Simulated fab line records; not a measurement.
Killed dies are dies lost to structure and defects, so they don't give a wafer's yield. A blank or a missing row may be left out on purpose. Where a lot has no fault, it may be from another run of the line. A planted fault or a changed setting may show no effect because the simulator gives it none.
Problem report in the 8D (eight disciplines) form, filled by code || flow sky130 || the parts of the form that need people (team, actions taken, sign-off) are left out

1. PROBLEM STATEMENT
Mean of beam-on-s at SKY_LDD_N_IMPLANT_11: 12.48 s across 3 wafers in 3 lots; on wafers with no fault it is 10.02 s (standard deviation 0.2). That is +12 standard deviations from the usual mean.
The first sign was on wafer L401.4 at day 22 10:24, on implanter-03. The record holds 34 wafers of 12 lots with a number at this step. By rule, "out" or "out of limits" means more than 4 standard deviations away from the usual mean. Any other wafer with a number is counted as sound.

2. WHAT IT IS, WHAT IT ISN'T
{"question": "which readings at this step", "is": "beam-on-s, faraday-current-uA", "is not": "rotation-deg"}
{"question": "which lots", "is": "L401, L405, L406", "is not": "L390, L391, L392, L395, L398, L399, L411, L412, L413"}
{"question": "which wafers of those lots", "is": "L401.4, L405.4, L406.4", "is not": "L401.2, L405.3, L406.2, L406.3"}
{"question": "read on which tools", "is": "implanter-03", "is not": "implanter-01, implanter-04"}
{"question": "when", "is": "from day 22 10:24", "is not": "up to then (19 sound wafers); but 12 sound wafers of L405, L406, L411, L412, L413 came after"}

3. WHAT RULES OUT EACH SUSPECT
Counting: any tool at a process step up to the reading remains a suspect provided it ran every lot that is out. Sound lots after the first of them don't rule it out here, since some wafers of a struck lot are sound.
- implanter-03 at SKY_LDD_N_IMPLANT_11: kept. It ran every lot that is out, first L401 (day 22 10:24); its last sound lot up to then is L399 (day 22 00:35). Its own readings are out on those wafers: beam-on-s, faraday-current-uA.
Remaining after the count: implanter-03 at SKY_LDD_N_IMPLANT_11.

4. THE CAUSE (what the simulator had put in)
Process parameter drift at SKY_LDD_N_IMPLANT_11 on implanter-03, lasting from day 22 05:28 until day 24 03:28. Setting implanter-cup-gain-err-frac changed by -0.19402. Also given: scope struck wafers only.
Counting left only this tool.

5. THE EFFECT CHAIN, in route order
Rows list readings where the struck wafers' mean (over those with a number) sits beyond 3 standard deviations from the usual. Only readings for which the record gives a usual standard deviation are gone through. hours: the time from each lot's start at the first step in this table that gives one to its start at this step, as a median over the lots. sigmas: the change in usual standard deviations.
{"hours": 0, "step": "SKY_LDD_N_IMPLANT_11", "reading": "beam-on-s", "usual": "10.02 s", "on struck wafers": 12.48, "change": "+2.46", "sigmas": "+12"}
{"hours": 0, "step": "SKY_LDD_N_IMPLANT_11", "reading": "faraday-current-uA", "usual": 422, "on struck wafers": 338, "change": -84, "sigmas": -10}
{"hours": 1, "step": "SKY_LDD_N_STRIP_16", "reading": "strip-time-to-endpoint-s", "usual": "4.310 s", "on struck wafers": 4.358, "change": "+0.048", "sigmas": "+3.7"}
Here are the process steps it includes:
- SKY_LDD_N_IMPLANT_11
- SKY_LDD_N_STRIP_16: strips in O2/N2.
Later measuring or inspecting steps at which every struck wafer that the step has a row for has a number for every such reading, and none has moved that far: SKY_LDD_P_OVL_MEAS_08.

6. HOW IT WOULD HAVE BEEN CAUGHT EARLIER
In this record the first reading out of limits was taken at day 22 10:24, 5 hours after the fault began at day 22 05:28.
